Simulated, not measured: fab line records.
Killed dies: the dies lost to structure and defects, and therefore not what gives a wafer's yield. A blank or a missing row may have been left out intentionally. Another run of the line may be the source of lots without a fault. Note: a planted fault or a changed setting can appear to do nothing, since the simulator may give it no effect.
Which tool is to blame? ; flow sky130 ; 6 lots, 18 wafers sampled, at 1 step of a route of 708

WHAT EACH GAUGE READ, for each wafer
SKY_POLY_GATE_CD_MEAS_13: the cd target is 150 nm.
lot;measured;on;cd_nm (nm)
L472;day 17 06:52;cd_sem-02;146.9 148.4 148.3
L473;day 17 12:44;cd_sem-01;150.7 150.6 151.7
L476;day 18 19:33;cd_sem-01;150.4 150.2 149.9
L478;day 19 10:04;cd_sem-02;150.1 149.3 148.9
L488;day 22 23:01;cd_sem-01;152.2 151.4 153.1
L492;day 24 16:35;cd_sem-01;147.7 147.2 147.2

EACH LOT AND THE TOOL THAT RAN IT (in order: tool; ch and the chambers of the sampled wafers; start)
Before these readings, the record contains no process step.

THE ANSWER, worked out from the rows above alone
Rule: the usual values come from the lots themselves. Put in order of their means at a reading, lots are off if they are a third of the lots or fewer, leave a main group of 4 or more, and stand apart from it by a gap of 3 or more times the standard deviation of the main group's means; of several such gaps the widest counts. If all means in a main group match to the digits the tables above print for the reading, that group is not used. A lot without any number at a reading at which 4 lots or more have one is off too. The other lots that the step has rows for count as sound.
No lot is off at any reading shown: from this, nothing can be told.

WHAT WAS PUT IN BY THE SIMULATOR
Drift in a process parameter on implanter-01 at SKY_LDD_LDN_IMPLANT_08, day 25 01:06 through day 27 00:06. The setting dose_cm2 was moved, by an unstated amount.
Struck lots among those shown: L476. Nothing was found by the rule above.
